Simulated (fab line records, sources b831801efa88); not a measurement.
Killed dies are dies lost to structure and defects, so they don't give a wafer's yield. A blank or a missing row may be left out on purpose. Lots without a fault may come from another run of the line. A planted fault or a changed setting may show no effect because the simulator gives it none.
One fault seen from 2 desks | flow sky130 | each desk has only its own numbers; what lay behind them comes last

THE TOOL OWNER'S DESK: implanter-04
The tool's own readings at SKY_LDD_LDN_IMPLANT_08: means of the sampled wafers that have a number, for each lot that ran on this tool. A lot is out of limits, marked OUT, if its mean lies more than 4 standard deviations from the usual mean; the brackets give that distance.
Columns: A = beam_energy_keV at SKY_LDD_LDN_IMPLANT_08, usual 14.999; B = end_station_pressure_torr at SKY_LDD_LDN_IMPLANT_08, usual 5.1e-06 Torr
lot  | first seen here | A                        | B
L493 | day 23 19:30    | 15.001                   | 5.1e-06
L495 | day 24 01:41    | 15.000                   | 5.2e-06
L496 | day 24 17:16    | 15.002                   | 4.9e-06
L499 | day 25 10:58    | 14.995                   | 5.2e-06
L503 | day 26 19:23    | 18.257 (+99 or more) OUT | 5.2e-06
L504 | day 27 05:40    | 18.259 (+99 or more) OUT | 5.1e-06
L514 | day 30 04:51    | 14.999                   | 5.0e-06
L516 | day 30 22:45    | 14.999                   | 5.0e-06
This desk's finding: out of limits on L503, L504; first on L503, day 26 19:23 (beam_energy_keV at SKY_LDD_LDN_IMPLANT_08). In limits: L493, L495, L496, L499, L514, L516.

THE METROLOGY DESK
What the gauges read, lot by lot, whatever tool the lot ran on: means of the sampled wafers that have a number. A lot is out of limits, marked OUT, if its mean lies more than 4 standard deviations from the usual mean; the brackets give that distance.
Columns: A = LDD_HVN_TW at SKY_LDD_HVN_TW_MEAS_10, usual 1434
lot  | first seen here | A
L493 | day 21 07:01    | 1426
L495 | day 21 13:16    | 1430
L496 | day 22 05:22    | 1417
L499 | day 22 23:03    | 1440
L501 | day 23 19:00    | 1448
L503 | day 24 08:41    | 1424
L504 | day 24 18:24    | 1445
L509 | day 26 03:36    | 1407
L512 | day 27 06:13    | 1441
L514 | day 27 20:29    | 1449
L515 | day 28 08:53    | 1422
L516 | day 28 15:23    | 1422
This desk's finding: nothing out of limits on any of the 12 lots.

PUT TOGETHER
The tool owner's desk could have raised an alarm at day 26 19:23, on L503, L504.
The metrology desk saw nothing out of limits.
The metrology desk has L503, L504 on record, within its limits.
Of the lots named, all ran SKY_LDD_LDN_IMPLANT_08 on implanter-04.

WHAT THE SIMULATOR HAD PUT IN
Process parameter drift: implanter-04, from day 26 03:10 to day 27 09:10, at SKY_LDD_LDN_IMPLANT_08. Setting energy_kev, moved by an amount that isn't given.
Lots struck among those shown: L503, L504.
Hours from the fault's start to each desk's first reading out of limits: the tool owner's desk, 16.
